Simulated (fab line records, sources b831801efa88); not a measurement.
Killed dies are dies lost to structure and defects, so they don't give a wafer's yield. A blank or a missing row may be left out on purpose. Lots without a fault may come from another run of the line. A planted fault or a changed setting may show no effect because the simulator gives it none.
Chamber matching | flow sfq_line | SFQ_TRILAYER_I1_CMP_CMP_046 on cmp-02: 4 sister chambers
The step polishes SiO2. 4 wafers are shown with their chamber, then 10 later ones without.

WAFERS WITH THEIR CHAMBER
wafer  | chamber | motor_current_A (A)
L131.1 | 3       | 9.5
L131.4 | 1       | 10.2
L133.4 | 0       | 10.2
L133.3 | 2       | 9.4

WAFERS WITHOUT THEIR CHAMBER
wafer  | motor_current_A (A)
L133.6 | 9.8
L135.2 | 10.2
L135.3 | 9.9
L135.5 | 10.7
L136.2 | 10.7
L136.4 | 9.8
L136.6 | 9.9
L138.2 | 9.9
L138.1 | 9.5
L138.6 | 9.6

WHICH CHAMBER EACH WENT THROUGH
wafer  | from the rows above               | in truth
L133.6 | can't be placed: 3 or 0 or 1 or 2 | 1
L135.2 | can't be placed: 0 or 1           | 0
L135.3 | can't be placed: 0 or 1 or 3 or 2 | 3
L135.5 | can't be placed: 0 or 1           | 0
L136.2 | can't be placed: 0 or 1           | 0
L136.4 | can't be placed: 3 or 0 or 1 or 2 | 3
L136.6 | can't be placed: 0 or 1 or 3 or 2 | 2
L138.2 | can't be placed: 0 or 1 or 3 or 2 | 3
L138.1 | can't be placed: 3 or 2           | 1
L138.6 | can't be placed: 3 or 2 or 0 or 1 | 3
Placed correctly: 0 of 10. Can't be placed from these rows: 10 (the true chamber is among the candidates in 9). Placed wrongly: 0.
How it was worked out, from the rows above alone: a wafer's distance from a chamber is the root of the sum, over the readings, of the square of ((its reading less the chamber's mean) divided by the reading's scatter). The wafer belongs to the nearest chamber; if the next one is less than 2 further off, it can't be placed. A chamber's mean is the mean of its shown wafers. The scatter: with one shown wafer a chamber, the root of the mean of the squares of how far each hidden wafer lies from its nearest shown one.
